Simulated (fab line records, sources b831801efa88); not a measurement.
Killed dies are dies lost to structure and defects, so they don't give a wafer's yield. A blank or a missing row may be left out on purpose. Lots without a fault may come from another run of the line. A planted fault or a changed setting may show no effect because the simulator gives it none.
Which tool did it? | flow sky130 | 11 lots, 33 wafers sampled, at 4 steps of a route of 708

WHAT THE GAUGES READ, wafer by wafer
SKY_NWELL_TW_MEAS_15.
lot  | measured    | on            | NWELL_TW
L341 | day 4 15:52 | film_metro-01 | 1788 1803 1789
L342 | day 4 21:06 | film_metro-02 | 1780 1788 1783
L343 | day 5 04:20 | film_metro-04 | 1842 1856 1846
L344 | day 5 11:56 | film_metro-04 | 1851 1848 1859
L345 | day 5 19:33 | film_metro-02 | 1788 1782 1783
L348 | day 6 06:23 | film_metro-02 | 1775 1781 1788
L350 | day 7 00:40 | film_metro-02 | 1783 1771 1763
L351 | day 7 04:11 | film_metro-04 | 2313 2302 2312
L354 | day 7 18:40 | film_metro-02 | 2215 2206 2200
L355 | day 7 23:02 | film_metro-01 | 1807 1803 1806
L363 | day 9 22:52 | film_metro-04 | 1854 1856 1845

SKY_NWELL_RS_MEAS_29: measures by four-point-probe.
lot  | measured     | on            | NWELL_RS (ohm/sq)
L341 | day 5 09:47  | film_metro-04 | 623.7 624.3 622.5
L342 | day 5 15:48  | film_metro-04 | 627.2 626.2 626.7
L343 | day 5 22:58  | film_metro-02 | 625.3 625.6 626.2
L344 | day 6 07:22  | film_metro-04 | 628.3 626.5 628.5
L345 | day 6 15:09  | film_metro-04 | 624.6 622.7 625.7
L348 | day 7 02:14  | film_metro-04 | 624.7 623.8 623.9
L350 | day 7 21:26  | film_metro-02 | 625.8 626.0 627.4
L351 | day 8 01:18  | film_metro-02 | 429.0 428.4 429.2
L354 | day 8 15:11  | film_metro-04 | 430.3 430.6 429.6
L355 | day 8 20:24  | film_metro-01 | 620.9 624.7 623.3
L363 | day 10 20:40 | film_metro-04 | 625.6 626.1 623.9

SKY_VT_ADJUST_HVTR_CD_MEAS_07: target cd 380 nm.
lot  | measured     | on        | cd_nm (nm)
L341 | day 9 13:42  | cd_sem-02 | 378 376 377
L342 | day 9 20:12  | cd_sem-02 | 380 380 379
L343 | day 10 05:09 | cd_sem-02 | 381 381 383
L344 | day 10 15:30 | cd_sem-02 | 384 383 383
L345 | day 10 23:43 | cd_sem-01 | 381 380 378
L348 | day 11 15:08 | cd_sem-01 | 376 377 378
L350 | day 12 10:41 | cd_sem-02 | 379 381 381
L351 | day 12 17:44 | cd_sem-02 | 384 383 383
L354 | day 13 09:32 | cd_sem-02 | 382 383 384
L355 | day 13 19:06 | cd_sem-02 | 376 376 377
L363 | day 16 04:12 | cd_sem-01 | 384 384 382

WHICH TOOL RAN EACH LOT (tool, then ch and the chambers of the sampled wafers, then the start)
lot  | SKY_NWELL_IMPLANT_11
L341 | implanter-02 ch 0, day 4 15:19
L342 | implanter-04 ch 0, day 4 20:34
L343 | implanter-04 ch 0, day 5 03:47
L344 | implanter-04 ch 0, day 5 11:23
L345 | implanter-04 ch 0, day 5 19:01
L348 | implanter-01 ch 0, day 6 05:52
L350 | implanter-04 ch 0, day 7 00:07
L351 | implanter-01 ch 0, day 7 03:19
L354 | implanter-02 ch 0, day 7 17:43
L355 | implanter-02 ch 0, day 7 22:29
L363 | implanter-01 ch 0, day 9 22:19
- SKY_NWELL_IMPLANT_11

WHAT THE TOOLS THEMSELVES READ (means of the sampled wafers that have a number; where no wafer has one, the mark that the record gives instead)
The record holds no such reading with a usual standard deviation.

THE ANSWER, worked out from the rows above alone
Rule: what is usual is taken from the lots themselves. Put in order of their means at a reading, lots are off if they are a third of the lots or fewer, leave a main group of 4 or more, and stand apart from it by a gap of 3 or more times the standard deviation of the main group's means; of several such gaps the widest counts. A main group whose means are all the same, to the digits that the tables above print for the reading, isn't used. A lot without any number at a reading at which 4 lots or more have one is off too. The other lots that the step has rows for count as sound. The gauges are gone through in route order, then the tools' own readings, and for those a lot's mean is taken as printed above. The first step at which some lot is off is used, and at that step the reading that is off furthest; a lot without a number counts as furthest.
Off: L351, L354, at SKY_NWELL_TW_MEAS_15 (NWELL_TW). The main group: mean 1808, standard deviation 31.
A tool fits if, at a process step before that reading, it ran every lot that is off, and no sound lot after the first of them. The gauges at SKY_NWELL_TW_MEAS_15 are tried like those tools. None of those tried fits.

WHAT THE SIMULATOR HAD PUT IN
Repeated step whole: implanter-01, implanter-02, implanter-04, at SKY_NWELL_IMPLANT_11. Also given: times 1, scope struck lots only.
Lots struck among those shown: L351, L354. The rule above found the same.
